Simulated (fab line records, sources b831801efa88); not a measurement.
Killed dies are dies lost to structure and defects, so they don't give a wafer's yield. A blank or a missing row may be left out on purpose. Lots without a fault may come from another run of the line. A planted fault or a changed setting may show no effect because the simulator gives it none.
Which tool did it? | flow sky130 | 15 lots, 45 wafers sampled, at 4 steps of a route of 708

WHAT THE GAUGES READ, wafer by wafer
The record holds no reading of a measuring or inspecting step that can be judged against a usual standard deviation.

WHICH TOOL RAN EACH LOT (tool, then ch and the chambers of the sampled wafers, then the start)
lot  | SKY_NWELL_STRIP_25                   | SKY_VT_ADJUST_PCH_EXPOSE_04         | SKY_LOCAL_INTERCONNECT_SPUTTER_00 | SKY_METAL1_ETCH_18
L639 | plasma_asher-04 ch 0,1, day 5 09:00  | iline_stepper-02 ch 0, day 10 00:51 | pvd_sputter-03, day 28 23:20      | rie_metal-03 ch 0,1, day 32 17:40
L641 | plasma_asher-04 ch 0,1, day 5 20:17  | iline_stepper-02 ch 0, day 10 15:15 | pvd_sputter-03, day 29 13:38      | rie_metal-04 ch 0,1, day 33 04:11
L642 | plasma_asher-03 ch 0,1, day 5 23:09  | iline_stepper-02 ch 0, day 10 17:12 | pvd_sputter-03, day 29 17:23      | rie_metal-04 ch 0,1, day 33 09:01
L643 | plasma_asher-02 ch 0,1, day 6 03:36  | iline_stepper-01 ch 0, day 11 01:48 | pvd_sputter-03, day 29 21:49      | rie_metal-04 ch 0,1, day 33 13:46
L645 | plasma_asher-03 ch 0,1, day 6 15:51  | iline_stepper-01, day 11 16:58      | pvd_sputter-03, day 30 18:11      | rie_metal-04 ch 0,1, day 34 09:59
L646 | plasma_asher-04 ch 0,1, day 7 15:49  | iline_stepper-01, day 12 17:46      | pvd_sputter-01, day 31 17:37      | rie_metal-03 ch 0,1, day 35 08:03
L647 | plasma_asher-03 ch 0,1, day 7 16:31  | iline_stepper-02, day 12 18:40      | pvd_sputter-02, day 32 00:57      | rie_metal-03 ch 0,1, day 35 14:42
L648 | plasma_asher-02 ch 0,1, day 7 16:52  | iline_stepper-01 ch 0, day 12 18:55 | pvd_sputter-03, day 32 01:17      | rie_metal-01 ch 0,1, day 35 15:06
L655 | plasma_asher-03 ch 0,1, day 9 15:31  | iline_stepper-01 ch 0, day 14 17:50 | pvd_sputter-01, day 34 17:35      | rie_metal-03 ch 0, day 38 02:39
L656 | plasma_asher-02 ch 0,1, day 9 18:07  | iline_stepper-01 ch 0, day 14 20:00 | pvd_sputter-03, day 34 18:53      | rie_metal-04 ch 0, day 38 05:18
L657 | plasma_asher-04 ch 1, day 9 19:21    | iline_stepper-02 ch 0, day 14 21:34 | pvd_sputter-03, day 34 14:54      | rie_metal-04 ch 0,1, day 38 00:43
L658 | plasma_asher-03 ch 0,1, day 10 01:19 | iline_stepper-01 ch 0, day 15 04:48 | pvd_sputter-01, day 35 00:27      | rie_metal-01 ch 0,1, day 38 10:12
L659 | plasma_asher-02 ch 0,1, day 10 09:25 | iline_stepper-02 ch 0, day 15 10:33 | pvd_sputter-02, day 35 06:12      | rie_metal-01 ch 0,1, day 38 15:21
L660 | plasma_asher-03 ch 0,1, day 10 17:37 | iline_stepper-02 ch 0, day 16 00:35 | pvd_sputter-02, day 35 16:35      | rie_metal-03 ch 0,1, day 39 00:40
L662 | plasma_asher-03 ch 0,1, day 11 04:55 | iline_stepper-01 ch 0, day 16 13:25 | pvd_sputter-01, day 36 07:36      | rie_metal-04 ch 0,1, day 39 14:37
- SKY_NWELL_STRIP_25: strips in O2/N2.
- SKY_VT_ADJUST_PCH_EXPOSE_04: exposes mask NWM, target cd 840 nm.
- SKY_LOCAL_INTERCONNECT_SPUTTER_00: material TiN, target thk 100 nm, time 83.3 s.
- SKY_METAL1_ETCH_18: etches BARC in N2/H2, stops on SiO2, time 45.9 s, target depth 60 nm.

WHAT THE TOOLS THEMSELVES READ (means of the sampled wafers that have a number; where no wafer has one, the mark that the record gives instead)
SKY_NWELL_STRIP_25. Usual: drypump_motor_current_A 5.9 A, standard deviation 0.36; oes_product_au 0.722 a.u., standard deviation 0.0045; strip_time_to_endpoint_s 36.95 s, standard deviation 0.1.
lot  | tool            | drypump_motor_current_A (A) | oes_product_au (a.u.) | strip_time_to_endpoint_s (s) | flag
L639 | plasma_asher-04 | 5.5                         | 0.722                 | 36.89                        |
L641 | plasma_asher-04 | 5.6                         | 0.723                 | 36.91                        |
L642 | plasma_asher-03 | 6.3                         | 0.723                 | 36.99                        |
L643 | plasma_asher-02 | 5.7                         | 0.726                 | 36.98                        |
L645 | plasma_asher-03 | 6.1                         | 0.725                 | 36.86                        |
L646 | plasma_asher-04 | 5.5                         | 0.727                 | 36.87                        |
L647 | plasma_asher-03 | 6.3                         | 0.724                 | 36.95                        |
L648 | plasma_asher-02 | 5.7                         | 0.726                 | 37.00                        |
L655 | plasma_asher-03 | 6.3                         | 0.723                 | 36.84                        |
L656 | plasma_asher-02 | 5.7                         | 0.721                 | 36.99                        |
L657 | plasma_asher-04 | 5.8                         | 0.725                 | 36.99                        |
L658 | plasma_asher-03 | 6.1                         | 0.724                 | 37.12                        |
L659 | plasma_asher-02 | 5.7                         | 0.718                 | 36.90                        |
L660 | plasma_asher-03 | 6.3                         | 0.723                 | 36.88                        |
L662 | plasma_asher-03 | 6.1                         | 0.726                 | 37.08                        |

SKY_VT_ADJUST_PCH_EXPOSE_04. Usual: exposure_dose_mJ_cm2 255.08, standard deviation 0.25; focus_offset_nm -0.1 nm, standard deviation 0.59.
lot  | tool             | exposure_dose_mJ_cm2 | focus_offset_nm (nm) | flag
L639 | iline_stepper-02 | 255.01               | 0.2                  |
L641 | iline_stepper-02 | 255.10               | -0.4                 |
L642 | iline_stepper-02 | 255.06               | -0.4                 |
L643 | iline_stepper-01 | 255.38               | -0.1                 |
L645 | iline_stepper-01 | -                    | -                    | OFF
L646 | iline_stepper-01 | -                    | -                    | OFF
L647 | iline_stepper-02 | -                    | -                    | OFF
L648 | iline_stepper-01 | 255.10               | -0.1                 |
L655 | iline_stepper-01 | 255.45               | 0.6                  |
L656 | iline_stepper-01 | 255.00               | 0.4                  |
L657 | iline_stepper-02 | 254.92               | -0.7                 |
L658 | iline_stepper-01 | 254.98               | 0.1                  |
L659 | iline_stepper-02 | 255.41               | -0.7                 |
L660 | iline_stepper-02 | 254.79               | 0.1                  |
L662 | iline_stepper-01 | 254.93               | -0.1                 |

SKY_LOCAL_INTERCONNECT_SPUTTER_00. Usual: susceptor_temp_C 300.03 C, standard deviation 0.19; throttle_valve_pct 30.2 %, standard deviation 1.5.
lot  | tool           | susceptor_temp_C (C) | throttle_valve_pct (%) | flag
L639 | pvd_sputter-03 | 299.97               | 28.0                   |
L641 | pvd_sputter-03 | 299.94               | 28.4                   |
L642 | pvd_sputter-03 | 299.88               | 29.2                   |
L643 | pvd_sputter-03 | 300.10               | 29.9                   |
L645 | pvd_sputter-03 | 299.85               | 30.1                   |
L646 | pvd_sputter-01 | 300.04               | 30.1                   |
L647 | pvd_sputter-02 | 300.05               | 29.0                   |
L648 | pvd_sputter-03 | 299.93               | 29.8                   |
L655 | pvd_sputter-01 | 300.15               | 31.9                   |
L656 | pvd_sputter-03 | 300.25               | 30.7                   |
L657 | pvd_sputter-03 | 300.01               | 31.3                   |
L658 | pvd_sputter-01 | 299.92               | 31.7                   |
L659 | pvd_sputter-02 | 299.90               | 29.9                   |
L660 | pvd_sputter-02 | 300.07               | 29.4                   |
L662 | pvd_sputter-01 | 299.91               | 30.6                   |

SKY_METAL1_ETCH_18. Usual: drypump_motor_current_A 5.66 A, standard deviation 0.23; oes_product_au 0.854 a.u., standard deviation 0.0044; throttle_valve_pct 13.224 %, standard deviation 0.0091.
lot  | tool         | drypump_motor_current_A (A) | oes_product_au (a.u.) | throttle_valve_pct (%) | flag
L639 | rie_metal-03 | 5.63                        | 0.861                 | 13.230                 |
L641 | rie_metal-04 | 5.75                        | 0.852                 | 13.221                 |
L642 | rie_metal-04 | 5.76                        | 0.853                 | 13.221                 |
L643 | rie_metal-04 | 5.51                        | 0.847                 | 13.223                 |
L645 | rie_metal-04 | 5.51                        | 0.855                 | 13.228                 |
L646 | rie_metal-03 | 5.65                        | 0.855                 | 13.225                 |
L647 | rie_metal-03 | 5.69                        | 0.849                 | 13.229                 |
L648 | rie_metal-01 | 5.67                        | 0.854                 | 13.217                 |
L655 | rie_metal-03 | 5.71                        | 0.853                 | 13.225                 |
L656 | rie_metal-04 | 5.28                        | 0.857                 | 13.233                 |
L657 | rie_metal-04 | 5.51                        | 0.853                 | 13.225                 |
L658 | rie_metal-01 | 5.67                        | 0.858                 | 13.229                 |
L659 | rie_metal-01 | 5.71                        | 0.853                 | 13.223                 |
L660 | rie_metal-03 | 5.64                        | 0.854                 | 13.217                 |
L662 | rie_metal-04 | 5.54                        | 0.855                 | 13.216                 |

THE ANSWER, worked out from the rows above alone
Rule: a lot is off if the mean of its wafers that have a number lies more than 3 standard deviations from the usual mean. A lot without any number at a reading at which 4 lots or more have one is off too. The other lots that the step has rows for count as sound. The gauges are gone through in route order, then the tools' own readings, and for those a lot's mean is taken as printed above. The first step at which some lot is off is used, and at that step the reading that is off furthest; a lot without a number counts as furthest.
Off: L645, L646, L647, at SKY_VT_ADJUST_PCH_EXPOSE_04 (exposure_dose_mJ_cm2). Without a number there: L645, L646, L647.
A tool fits if, at that step or a process step before it, it ran every lot that is off, and no sound lot after the first of them. None of those tried fits.

WHAT THE SIMULATOR HAD PUT IN
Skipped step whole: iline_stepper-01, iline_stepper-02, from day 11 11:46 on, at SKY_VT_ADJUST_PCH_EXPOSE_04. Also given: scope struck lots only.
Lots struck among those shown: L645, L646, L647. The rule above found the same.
